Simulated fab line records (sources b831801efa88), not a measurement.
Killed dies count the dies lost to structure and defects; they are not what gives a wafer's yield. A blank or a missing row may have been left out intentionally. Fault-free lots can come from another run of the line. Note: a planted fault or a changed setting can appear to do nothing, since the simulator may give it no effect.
Matching of chambers    flow sfq_line    cmp-01 running SFQ_TRILAYER_I2_CMP_CMP_064: 4 sister chambers
The step polishes SiO2. 4 wafers are shown with their chamber, then 6 later ones without.

EACH WAFER AND ITS CHAMBER
wafer   chamber  motor_current_A (A)
L561.2  1        9.5
L566.4  3        11.1
L569.1  0        9.2
L569.4  2        10.4

WAFERS WITHOUT THEIR CHAMBER
wafer   motor_current_A (A)
L569.5  8.9
L571.1  10.2
L571.2  8.8
L571.5  10.3
L573.5  9.6
L573.6  9.7

THE CHAMBER EACH PASSED THROUGH
wafer    from the rows above       in truth
L569.5   can't be placed: 0 or 1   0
L571.1   2                         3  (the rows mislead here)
L571.2   can't be placed: 0 or 1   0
L571.5   2                         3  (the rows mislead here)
L573.5   can't be placed: 1 or 0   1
L573.6   can't be placed: 1 or 0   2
Correctly placed: 0 of 6. Unplaceable from these rows: 4, with the true chamber sitting among the candidates in 3. Wrongly placed: 2.
How it was worked out, from the rows above alone: a wafer's distance from a chamber is the root of the sum, over the readings, of the square of ((its reading less the chamber's mean) divided by the reading's scatter). The wafer belongs to the nearest chamber; if the next one is less than 2 further off, it can't be placed. For every chamber, the mean is computed from those of its wafers that are shown. The scatter: root of mean squared gap, hidden wafer to nearest shown wafer, with one shown wafer a chamber.
